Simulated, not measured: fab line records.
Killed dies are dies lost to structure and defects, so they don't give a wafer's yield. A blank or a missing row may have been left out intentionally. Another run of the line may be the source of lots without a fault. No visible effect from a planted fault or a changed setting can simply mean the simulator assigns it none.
Which tool was responsible? ; flow sky130 ; Sampling: 10 lots, 30 wafers, 4 of 708 route steps

== WHAT EACH GAUGE READ, for each wafer ==
SKY_CAPM_RS_MEAS_03: a four-point-probe measurement.
lot;measured;on;CAPM_TIN_RS (ohm/sq)
L701;day 36 17:01;filmMetro-01;6.86 7.05 7.00
L704;day 37 15:03;filmMetro-03;7.06 6.73 6.75
L705;day 37 18:32;filmMetro-03;6.92 6.85 6.91
L706;day 38 18:49;filmMetro-03;7.01 6.95 6.88
L712;day 39 23:35;filmMetro-03;6.86 6.88 6.85
L713;day 40 07:40;filmMetro-03;6.92 6.89 6.78
L715;day 41 02:53;filmMetro-01;6.74 6.95 6.75
L717;day 41 04:01;filmMetro-03;6.98 6.93 6.82
L719;day 42 01:59;filmMetro-04;6.96 6.90 7.03
L721;day 42 12:25;filmMetro-04;6.81 5.13 6.78

== WHAT TOOL EACH LOT RAN ON (gives the tool, then ch and the chambers of the sampled wafers, and finally the start) ==
lot;SKY_METAL2_DESCUM_17;SKY_VIA2_CMP_24;SKY_CAPM_SPUTTER_02
L701;rieMetal-02 ch 0,1, day 35 11:15;cmp-01 ch 0,1, day 36 16:21;pvdSputter-02, day 36 16:53
L704;rieMetal-02 ch 0,1, day 36 10:33;cmp-02 ch 0,3, day 37 14:23;pvdSputter-02, day 37 14:55
L705;rieMetal-02 ch 0,1, day 36 13:41;cmp-02 ch 0,2, day 37 17:54;pvdSputter-02, day 37 18:26
L706;rieMetal-02 ch 0,1, day 37 12:52;cmp-01 ch 2,3, day 38 18:08;pvdSputter-04, day 38 18:40
L712;rieMetal-04 ch 0,1, day 38 19:21;cmp-01 ch 1,2,3, day 39 23:01;pvdSputter-01, day 39 23:27
L713;rieMetal-02 ch 1, day 39 04:18;cmp-01 ch 0,1,3, day 40 07:06;pvdSputter-04, day 40 07:32
L715;rieMetal-02 ch 0,1, day 39 23:19;cmp-01 ch 2,3, day 41 02:13;pvdSputter-02, day 41 02:45
L717;rieMetal-04 ch 1, day 40 00:09;cmp-01 ch 0,1,2, day 41 03:28;pvdSputter-04, day 41 03:51
L719;rieMetal-04 ch 0,1, day 40 22:32;cmp-01 ch 0,2,3, day 42 01:29;pvdSputter-02, day 42 01:52
L721;rieMetal-04 ch 0,1, day 41 08:45;cmp-02 ch 1,2, day 42 11:45;pvdSputter-04, day 42 12:17
- SKY_METAL2_DESCUM_17: chemistry O2, time 8 s.
- SKY_VIA2_CMP_24: polishes, stops on SiO2, t overpolish 20 s, target thk 0 nm.
- SKY_CAPM_SPUTTER_02: material TiN, target thk 200 nm, time 166.7 s.

== THE ANSWER, worked out from the rows above alone ==
Rule: usual is defined by the lots themselves. The widest of any qualifying gaps counts: lots, ordered by their means at a reading, are off when they make up no more than a third of the lots, leave a main group of 4 or more, and stand apart from it by 3 or more times the standard deviation of that group's means. A main group is skipped when, at the precision printed for the reading in the tables above, its means are all equal. Also off: a lot with no number at a reading for which 4 or more lots have one. Where the step has rows for the other lots, those lots are counted as sound.
Off: L721, at SKY_CAPM_RS_MEAS_03 (CAPM_TIN_RS). The main group: mean 6.90 ohm/sq, standard deviation 0.052.
A tool fits if, at a process step before that reading, it ran every lot that is off, and no sound lot after the first of them. Those tools and the gauges at SKY_CAPM_RS_MEAS_03 are tried in the same way. Can't be told from this: 4 tools fit, rieMetal-04 at SKY_METAL2_DESCUM_17, cmp-02 at SKY_VIA2_CMP_24, pvdSputter-04 at SKY_CAPM_SPUTTER_02, filmMetro-04 at SKY_CAPM_RS_MEAS_03.

== WHAT THE SIMULATOR HAD PUT IN ==
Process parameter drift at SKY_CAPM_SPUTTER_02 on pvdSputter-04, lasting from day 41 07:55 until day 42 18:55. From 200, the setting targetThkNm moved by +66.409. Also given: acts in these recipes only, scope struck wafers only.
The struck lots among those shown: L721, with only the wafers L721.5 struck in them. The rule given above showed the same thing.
